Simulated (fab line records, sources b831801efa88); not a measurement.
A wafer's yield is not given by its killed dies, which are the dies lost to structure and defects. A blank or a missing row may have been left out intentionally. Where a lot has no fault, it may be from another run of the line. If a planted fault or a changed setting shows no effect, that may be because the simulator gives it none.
Comparing a struck lot with a sound one | flow sky130 | 17 out of 708 route steps
Sound: wafers L118.2, L118.3, L118.6. Wafers L131.2, L131.3, L131.6 were the ones struck. The cause is given at the end.
At each step with rows: each side's tool, then ch and its chambers, then its first start. Under that, the readings that differ: sound wafers | struck wafers | difference of the means | sigmas: that difference in standard deviations of wafers without a fault.
alike: a reading whose means differ by less than 2 such deviations, as well as words and numbers matching on both sides. not compared: withheld readings; readings where some wafer has no value; bounds like >300 that might hide an equal value; numbers whose values overlap and for which the record gives no deviation.
A row with sigmas, a row that says differs or no value, or rows on one side alone: a step with any of these is where the two part. Numbers that have no deviation but don't overlap get no sigmas and don't part them. Lack of a reading on every wafer of one side parts them only where that side has two or more wafers.

first, 3 steps without rows for these wafers: SKY_SONOS_ONO_WET_ETCH_18 (etches Si3N4 in H3PO4, target depth 15 nm, time 172 s); SKY_GATE_OXIDE_CLEAN_00 (cleans in SC1/SC2, time 150 s); SKY_GATE_OXIDE_OXIDATION_01 (stabilise 600 s, purge 300 s, target thk 10.268 nm).
SKY_GATE_OXIDE_THK_MEAS_02:
  sound on filmMetro-02, day 13 01:25; struck on filmMetro-04, day 17 14:53
  alike: GATE_OXIDE_OXIDATION_00_THK
then, 7 steps without rows for these wafers: SKY_GATE_OXIDE_DEHYDRATE_03 (time 60 s); SKY_GATE_OXIDE_HMDS_04 (prime time 60 s); SKY_GATE_OXIDE_COAT_05 (resist thk 1140 nm); SKY_GATE_OXIDE_SOFTBAKE_06 (time 60 s); SKY_GATE_OXIDE_EXPOSE_07 (exposes mask LVOM, target cd 600 nm); SKY_GATE_OXIDE_PEB_08; SKY_GATE_OXIDE_DEVELOP_09 (develop time 60 s).
SKY_GATE_OXIDE_OVL_MEAS_10:
  sound on overlay-02, day 14 02:44; struck on overlay-02, day 18 20:08
  alike: GATE_OXIDE_OVL
SKY_GATE_OXIDE_IMPLANT_11:
  sound on implanter-04 ch 0, day 14 02:47; struck on implanter-01 ch 0, day 18 20:12
reading          | sound                            | struck                           | difference  | sigmas
doseIonsCm2      | 2.6033e+12 2.6007e+12 2.6023e+12 | 1.7976e+12 1.7966e+12 1.8033e+12 | -8.0293e+11 | -99 or more
faradayCurrentUA | 14.83 14.95 15.08                | 9.98 9.90 9.89                   | -5.03       | -17
then, 1 step without rows for these wafers: SKY_GATE_OXIDE_WET_ETCH_12 (etches SiO2 in dHF, target depth 16.8 nm, time 336 s).
SKY_GATE_OXIDE_STRIP_13: strips in O2/N2.
  sound on plasmaAsher-01 ch 0,1, day 14 03:01; struck on plasmaAsher-04 ch 0,1, day 18 20:26
reading                  | sound       | struck      | difference | sigmas
drypumpMotorCurrentA (A) | 5.9 6.1 5.9 | 5.4 4.9 5.4 | -0.7       | -2
  alike: o2FlowSccm, oesProductAu, stripTimeToEndpointS
  not compared: rfHoursCounterH
SKY_GATE_OXIDE_TW_MEAS_14:
  sound on filmMetro-01, day 14 03:07; struck on filmMetro-02, day 18 20:46
reading       | sound             | struck            | difference | sigmas
GATE_OXIDE_TW | 224.2 224.4 224.2 | 198.2 198.1 197.5 | -26.3      | -13
  not compared: hold
-- a jump in the record: the struck wafers' starts before and after are 30 days apart (it breaks off in module GATE_OXIDE and resumes in module PAD_OPEN, where the first step shown is number 708 of the route) --
SKY_PAD_OPEN_PROBE_99:
  sound on prober-01, day 46 03:48; struck on prober-02, day 49 05:17
reading                                 | sound             | struck                                                                     | difference                   | sigmas
hold                                    | - - -             | awaitDispo/11.5h/release awaitDispo/11.5h/release awaitDispo/11.5h/release | no value on the sound wafers | 
model.etest.tipP.rsOhmSq                | 6811 6822 6773    | 7092 7144 7169                                                             | +333                         | 
model.etest.pfet_01v8.rOnOhmUm          | 2919 2900 2888    | 3065 3091 3127                                                             | +192                         | 
model.etest.nfet_01v8_lvt.driveUaUm     | 576.4 576.7 592.9 | 621.5 620.1 613                                                            | +36.2                        | 
model.etest.nfet_01v8.driveUaUm         | 506.7 505.9 519.7 | 546.3 539.5 535.5                                                          | +29.7                        | 
model.etest.nfet_01v8_turned.driveUaUm  | 501.9 505.8 522.7 | 545.9 542.8 534.8                                                          | +31.0                        | 
model.etest.nfet_01v8_swapped.driveUaUm | 504.6 504.8 520.9 | 546.9 544.5 540.7                                                          | +33.9                        | 
model.etest.sramNfetPass.driveUaUm      | 481.5 498.9 504.1 | 530.2 527 520.8                                                            | +31.2                        | 
model.etest.nfet_01v8.rOnOhmUm          | 831.9 832.5 812.6 | 792.2 794.2 804.5                                                          | -28.7                        | 
  alike: killed_at_M0_to_M3, killed_at_M4_up, killedAtContacts, killedAtFrontEnd, killedAtOther, killedDies, killedOpen, killedShort

## WHERE THEY PART
At SKY_GATE_OXIDE_IMPLANT_11 first; at SKY_PAD_OPEN_PROBE_99 last (within this record only).

WHY: what had been put in by the simulator
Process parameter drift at SKY_GATE_OXIDE_IMPLANT_11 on implanter-01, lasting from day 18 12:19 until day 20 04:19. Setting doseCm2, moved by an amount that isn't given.
